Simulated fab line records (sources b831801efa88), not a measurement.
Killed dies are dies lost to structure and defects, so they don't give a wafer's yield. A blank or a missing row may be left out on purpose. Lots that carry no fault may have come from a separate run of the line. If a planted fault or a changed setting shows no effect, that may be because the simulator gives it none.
Which tool is to blame? | flow gf180mcu | 39 wafers from 13 lots sampled at 5 of the route's 602 steps

## WHAT THE GAUGES SHOWED, per wafer
GF_POLY_GATE_THK_MEAS_01. Usual: POLY_GATE_CVD_00_THK typically reads 200.5 nm, with standard deviation 1.9.
lot  | measured     | on            | POLY_GATE_CVD_00_THK (nm) | flag
L842 | day 8 13:29  | film_metro-03 | 198.0 199.6 199.3         |
L843 | day 8 19:17  | film_metro-01 | 198.6 201.0 200.3         |
L844 | day 9 01:38  | film_metro-03 | 204.4 201.5 202.3         |
L845 | day 9 07:55  | film_metro-03 | 199.3 196.5 197.6         |
L846 | day 9 17:05  | film_metro-03 | 199.6 199.8 198.2         |
L847 | day 10 01:01 | film_metro-04 | 201.0 200.9 199.8         |
L848 | day 10 08:08 | film_metro-04 | 199.8 200.4 201.3         |
L849 | day 10 12:53 | film_metro-04 | 198.2 197.4 200.0         |
L850 | day 10 22:35 | film_metro-03 | 203.9 203.2 202.7         |
L856 | day 12 12:25 | film_metro-04 | 251.4 252.6 252.1         | OFF
L857 | day 12 21:43 | film_metro-04 | 254.0 254.8 253.8         | OFF
L858 | day 12 23:58 | film_metro-01 | 253.6 255.4 255.2         | OFF
L860 | day 13 22:00 | film_metro-04 | 203.6 200.5 202.4         |

GF_HV_LDD_OVL_MEAS_47. Usual: HV_LDD_03_OVL typically reads -0.1 nm, with standard deviation 1.3.
lot  | measured     | on         | HV_LDD_03_OVL (nm) | flag
L842 | day 12 09:58 | overlay-01 | 1.9 2.4 0.8        |
L843 | day 12 15:41 | overlay-02 | 0.2 -1.0 0.6       |
L844 | day 13 01:59 | overlay-02 | 0.2 -1.7 -1.4      |
L845 | day 13 07:40 | overlay-01 | -0.6 -1.7 -1.5     |
L846 | day 13 19:35 | overlay-01 | 2.3 0.9 1.7        |
L847 | day 14 03:46 | overlay-01 | -1.9 -0.8 -0.5     |
L848 | day 14 11:53 | overlay-02 | 1.9 2.1 -0.9       |
L849 | day 14 17:11 | overlay-02 | 0.0 1.8 -0.2       |
L850 | day 15 03:23 | overlay-01 | 2.8 0.1 0.5        |
L856 | day 17 03:10 | overlay-01 | 1.4 0.5 0.4        |
L857 | day 17 16:02 | overlay-02 | -3.4 -2.2 -2.1     |
L858 | day 17 16:41 | overlay-02 | -1.3 -0.4 -0.8     |
L860 | day 18 14:53 | overlay-01 | -0.6 1.6 0.0       |

GF_SAB_THK_MEAS_01. Usual: SAB_CVD_00_THK typically reads 50.1 nm, with standard deviation 0.64.
lot  | measured     | on            | SAB_CVD_00_THK (nm) | flag
L842 | day 14 05:45 | film_metro-03 | 49.9 49.6 50.6      |
L843 | day 14 11:02 | film_metro-03 | 49.7 49.2 50.2      |
L844 | day 14 22:29 | film_metro-01 | 50.4 50.1 49.7      |
L845 | day 15 08:50 | film_metro-02 | 50.5 50.7 50.7      |
L846 | day 15 17:17 | film_metro-02 | 50.3 51.0 51.3      |
L847 | day 16 02:28 | film_metro-02 | 48.7 49.5 51.2      |
L848 | day 16 10:44 | film_metro-03 | 49.4 49.5 49.5      |
L849 | day 16 16:56 | film_metro-01 | 49.7 49.7 51.1      |
L850 | day 17 03:47 | film_metro-01 | 50.5 50.9 50.9      |
L856 | day 19 06:14 | film_metro-01 | 49.9 51.1 50.9      |
L857 | day 19 21:04 | film_metro-02 | 48.4 49.9 49.8      |
L858 | day 19 23:47 | film_metro-01 | 49.5 50.5 50.7      |
L860 | day 20 19:56 | film_metro-02 | 49.1 49.9 49.9      |

## EACH LOT AND THE TOOL THAT RAN IT (in order: tool; ch and the chambers of the sampled wafers; start)
lot  | GF_DNWELL_STRIP_08                  | GF_POLY_GATE_CVD_00
L842 | plasma_asher-04 ch 0, day 2 18:48   | lpcvd-02 ch 0, day 8 12:09
L843 | plasma_asher-04 ch 0,1, day 3 00:35 | lpcvd-02 ch 0, day 8 17:57
L844 | plasma_asher-04 ch 0,1, day 3 04:58 | lpcvd-01 ch 1, day 9 00:18
L845 | plasma_asher-03 ch 0,1, day 3 10:28 | lpcvd-02 ch 1, day 9 06:34
L846 | plasma_asher-02 ch 0,1, day 3 16:09 | lpcvd-02 ch 1, day 9 15:45
L847 | plasma_asher-03 ch 0,1, day 3 20:38 | lpcvd-01 ch 0, day 9 23:40
L848 | plasma_asher-04 ch 0,1, day 4 04:32 | lpcvd-01 ch 1, day 10 06:48
L849 | plasma_asher-02 ch 0,1, day 4 07:41 | lpcvd-02 ch 0, day 10 11:33
L850 | plasma_asher-02 ch 0,1, day 4 14:30 | lpcvd-01 ch 0, day 10 20:35
L856 | plasma_asher-03 ch 0,1, day 5 20:51 | lpcvd-02 ch 0, day 12 11:05
L857 | plasma_asher-03 ch 0,1, day 6 03:46 | lpcvd-02 ch 1, day 12 20:23
L858 | plasma_asher-02 ch 1, day 6 06:43   | lpcvd-02 ch 1, day 12 22:37
L860 | plasma_asher-04 ch 0,1, day 6 18:28 | lpcvd-01 ch 1, day 13 20:39
- GF_DNWELL_STRIP_08: strips in O2/N2.
- GF_POLY_GATE_CVD_00: deposits poly-Si, target thk 200 nm, time 1200 s.

## AS READ BY THE TOOLS THEMSELVES (means over the sampled wafers that have a number; for cases with no such wafer, the mark the record gives instead)
GF_DNWELL_STRIP_08. Usual: drypump_motor_current_A 5.8 A, standard deviation 0.57; heater_power_w 324 W, standard deviation 28; oes_product_au 0.723 a.u., standard deviation 0.0044; strip_time_to_endpoint_s 36.98 s, standard deviation 0.11.
lot  | tool            | drypump_motor_current_A (A) | heater_power_w (W) | oes_product_au (a.u.) | strip_time_to_endpoint_s (s) | flag
L842 | plasma_asher-04 | 5.4                         | 305                | 0.720                 | 37.02                        |
L843 | plasma_asher-04 | 5.3                         | 305                | 0.725                 | 36.98                        |
L844 | plasma_asher-04 | 5.2                         | 293                | 0.724                 | 36.96                        |
L845 | plasma_asher-03 | 6.3                         | 342                | 0.722                 | 36.84                        |
L846 | plasma_asher-02 | 6.0                         | 331                | 0.722                 | 36.97                        |
L847 | plasma_asher-03 | 6.3                         | 342                | 0.725                 | 36.97                        |
L848 | plasma_asher-04 | 5.2                         | 296                | 0.721                 | 36.92                        |
L849 | plasma_asher-02 | 5.9                         | 325                | 0.724                 | 36.89                        |
L850 | plasma_asher-02 | 5.9                         | 324                | 0.728                 | 37.10                        |
L856 | plasma_asher-03 | 5.9                         | 325                | 0.721                 | 36.97                        |
L857 | plasma_asher-03 | 6.3                         | 343                | 0.725                 | 36.79                        |
L858 | plasma_asher-02 | 5.9                         | 320                | 0.722                 | 36.98                        |
L860 | plasma_asher-04 | 5.3                         | 301                | 0.723                 | 36.97                        |

GF_POLY_GATE_CVD_00. Usual: spike_tc_bottom_C 643 C, standard deviation 4.9; spike_tc_centre_C 620.4 C, standard deviation 1.2; spike_tc_lower_C 620.2 C, standard deviation 1.3; spike_tc_top_C 637.8 C, standard deviation 3; spike_tc_upper_C 620.0 C, standard deviation 1.1; susceptor_temp_C 620.04 C, standard deviation 0.3.
lot  | tool     | spike_tc_bottom_C (C) | spike_tc_centre_C (C) | spike_tc_lower_C (C) | spike_tc_top_C (C) | spike_tc_upper_C (C) | susceptor_temp_C (C) | flag
L842 | lpcvd-02 | 647                   | 619.9                 | 619.9                | 640.3              | 619.9                | 619.65               |
L843 | lpcvd-02 | 647                   | 619.6                 | 620.2                | 641.5              | 619.3                | 619.85               |
L844 | lpcvd-01 | 637                   | 618.6                 | 620.2                | 635.2              | 620.9                | 620.21               |
L845 | lpcvd-02 | 645                   | 620.1                 | 622.3                | 636.9              | 619.9                | 620.21               |
L846 | lpcvd-02 | 646                   | 621.7                 | 620.3                | 637.4              | 619.4                | 619.97               |
L847 | lpcvd-01 | 637                   | 620.7                 | 619.1                | 635.2              | 621.4                | 620.20               |
L848 | lpcvd-01 | 638                   | 619.2                 | 620.0                | 634.0              | 618.5                | 620.31               |
L849 | lpcvd-02 | 648                   | 621.3                 | 620.6                | 641.2              | 619.8                | 620.10               |
L850 | lpcvd-01 | 637                   | 621.8                 | 618.3                | 635.5              | 620.4                | 619.97               |
L856 | lpcvd-02 | 657                   | 630.1                 | 629.5                | 651.9              | 630.6                | 630.51               | OFF
L857 | lpcvd-02 | 656                   | 631.1                 | 631.3                | 646.1              | 629.7                | 630.03               | OFF
L858 | lpcvd-02 | 656                   | 630.7                 | 631.9                | 647.8              | 629.1                | 630.21               | OFF
L860 | lpcvd-01 | 638                   | 620.0                 | 619.9                | 635.0              | 619.2                | 620.13               |

## THE ANSWER, worked out from the rows above alone
Rule: take the mean of a lot's wafers that have a number; if it is more than 3 standard deviations from the usual mean, the lot is off. A lot without any number at a reading at which 4 lots or more have one is off too. Any other lot the step has rows for is counted as sound. Order of review: gauges by route order, followed by the tools' own readings, for which a lot's mean as printed above is used. The first step at which some lot is off is used, and at that step the reading that is off furthest; a lot without a number counts as furthest.
Off: L856, L857, L858, at GF_POLY_GATE_THK_MEAS_01 (POLY_GATE_CVD_00_THK).
If a tool, at a process step before that reading, ran all the lots that are off and no sound lot after the first of them, it fits. Not tried: the gauges at GF_POLY_GATE_THK_MEAS_01; whatever is off there is also off at GF_POLY_GATE_CVD_00, on other tools, and gauge error can't account for it. One fits: lpcvd-02 at GF_POLY_GATE_CVD_00. Its last sound lot is L849 (day 10 11:33), its first lot that is off L856 (day 12 11:05): a fault that began between those two fits.
The tool's own readings at GF_POLY_GATE_CVD_00 bear it out: on the lots that are off they differ by more than 5 times the standard deviation of the sound lots' means. spike_tc_centre_C reads 630.6 C there against 620.3 C on the sound lots; spike_tc_lower_C reads 630.9 C there against 620.1 C on the sound lots; spike_tc_upper_C reads 629.8 C there against 619.9 C on the sound lots; susceptor_temp_C reads 630.25 C there against 620.06 C on the sound lots.

## WHAT THE SIMULATOR HAD PUT IN
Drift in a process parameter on lpcvd-02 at GF_POLY_GATE_CVD_00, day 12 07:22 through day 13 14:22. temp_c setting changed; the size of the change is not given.
Shown lots that were struck: L856, L857, L858. The rule given above showed the same thing.
